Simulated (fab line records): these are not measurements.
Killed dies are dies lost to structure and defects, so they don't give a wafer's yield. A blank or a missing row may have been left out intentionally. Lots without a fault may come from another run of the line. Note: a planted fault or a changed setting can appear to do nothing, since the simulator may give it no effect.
A struck lot beside a sound one -- flow sky130 -- 19 out of 708 route steps
Sound: these wafers, L892.2, L892.3, L892.5. Wafers struck: L901.1, L901.2, L901.3. Last of all comes the cause.
Order at every step that has rows: each side's tool, ch and its chambers, its first start. Under that, the readings that differ: sound wafers -- struck wafers -- difference of the means -- sigmas: that difference in standard deviations of wafers without a fault.
alike: readings with means less than 2 such deviations apart, plus words and numbers identical on both sides. not compared: withheld readings, readings lacking a value on some wafer, bounds such as >300 that could conceal the same value, and numbers that have no deviation in the record and whose values overlap.
A row with sigmas, a row that says differs or no value, or rows on one side alone: a step with any of these is where the two part. Numbers that don't overlap but have no deviation are shown without sigmas and don't part them. A reading missing from all wafers of one side parts the sides only when that side holds two or more wafers.

first, 1 step without rows for these wafers: SKY_RES_XHIGH_IMPLANT_07.
SKY_RES_XHIGH_STRIP_08: strips in O2/N2.
  sound on plasma asher-03 ch 0,1, day 29 14:08; struck on plasma asher-01 ch 0,1, day 31 23:59
  alike: drypump motor current A, o2 flow sccm, oes product au, strip time to endpoint s
  not compared: rf hours counter h
SKY_RES_XHIGH_TW_MEAS_09:
  sound on film metro-01, day 29 14:15; struck on film metro-03, day 32 00:05
reading,sound,struck,difference,sigmas
RES_XHIGH_TW,1678 1673 1673,1640 1641 1639,-35,-3
then, 7 steps without rows for these wafers: SKY_SD_N_DEHYDRATE_00 (time 60 s); SKY_SD_N_HMDS_01 (prime time 60 s); SKY_SD_N_COAT_02 (resist thk 1140 nm); SKY_SD_N_SOFTBAKE_03 (time 60 s); SKY_SD_N_EXPOSE_04 (exposes mask NSDM, target cd 380 nm); SKY_SD_N_PEB_05; SKY_SD_N_DEVELOP_06 (develop time 60 s).
SKY_SD_N_CD_MEAS_07: the cd target is 380 nm.
  sound on cd sem-01, day 30 17:28; struck on cd sem-01, day 33 02:53
  alike: cd nm
SKY_SD_N_OVL_MEAS_08:
  sound on overlay-01, day 30 17:34; struck on overlay-02, day 33 03:00
  alike: SD_N_OVL
SKY_SD_N_IMPLANT_09:
  sound on implanter-04 ch 0, day 30 17:38; struck on implanter-04 ch 0, day 33 03:02
reading,sound,struck,difference,sigmas
beam on s (s),19.5 19.6 20.1,9.8 10.4 9.8,-9.7,-11
dose ions cm2,4e+15 4.001e+15 4.004e+15,1.755e+15 1.763e+15 1.756e+15,-2.244e+15,-99 or more
faraday current uA,11236 11274 10898,9809 9262 9792,-1515,-3
  alike: tilt deg
next, for these wafers, 1 step has no rows: SKY_SD_N_IMPLANT_10.
SKY_SD_N_STRIP_11: strips in O2/N2.
  sound on plasma asher-03 ch 0,1, day 30 17:54; struck on plasma asher-02 ch 0,1, day 33 03:20
reading,sound,struck,difference,sigmas
oes product au (a.u.),0.522 0.527 0.530,0.570 0.571 0.562,+0.041,+9
strip time to endpoint s (s),22.55 22.57 22.57,19.68 19.74 19.75,-2.84,-57
  alike: drypump motor current A, o2 flow sccm
  not compared: rf hours counter h
SKY_SD_N_TW_MEAS_12:
  sound on film metro-01, day 30 18:01; struck on film metro-03, day 33 03:40
reading,sound,struck,difference,sigmas
SD_N_TW,4009 4019 4000,3838 3836 3847,-169,-6
  not compared: hold
SKY_SD_N_RTA_14: time 2 s.
  sound on rtp anneal-02 ch 0, day 30 18:07; struck on rtp anneal-02 ch 0, day 33 05:52
  alike: lamp power pct, wafer_temp_C_max
SKY_SD_N_RS_MEAS_16: measurement is done with a four-point probe.
  sound on film metro-03, day 30 18:19; struck on film metro-02, day 33 06:26
reading,sound,struck,difference,sigmas
SD_N_RS (ohm/sq),68.48 68.54 68.50,81.94 81.57 81.59,+13.19,+99 or more
  not compared: hold
SKY_PAD_OPEN_PROBE_99:
  the record has rows for the sound wafers here (prober-02, day 47 18:37) and none for the struck ones

WHERE THEY PART
At SKY_RES_XHIGH_TW_MEAS_09 first; at SKY_PAD_OPEN_PROBE_99 last (within this record only).

WHY: the cause the simulator had injected
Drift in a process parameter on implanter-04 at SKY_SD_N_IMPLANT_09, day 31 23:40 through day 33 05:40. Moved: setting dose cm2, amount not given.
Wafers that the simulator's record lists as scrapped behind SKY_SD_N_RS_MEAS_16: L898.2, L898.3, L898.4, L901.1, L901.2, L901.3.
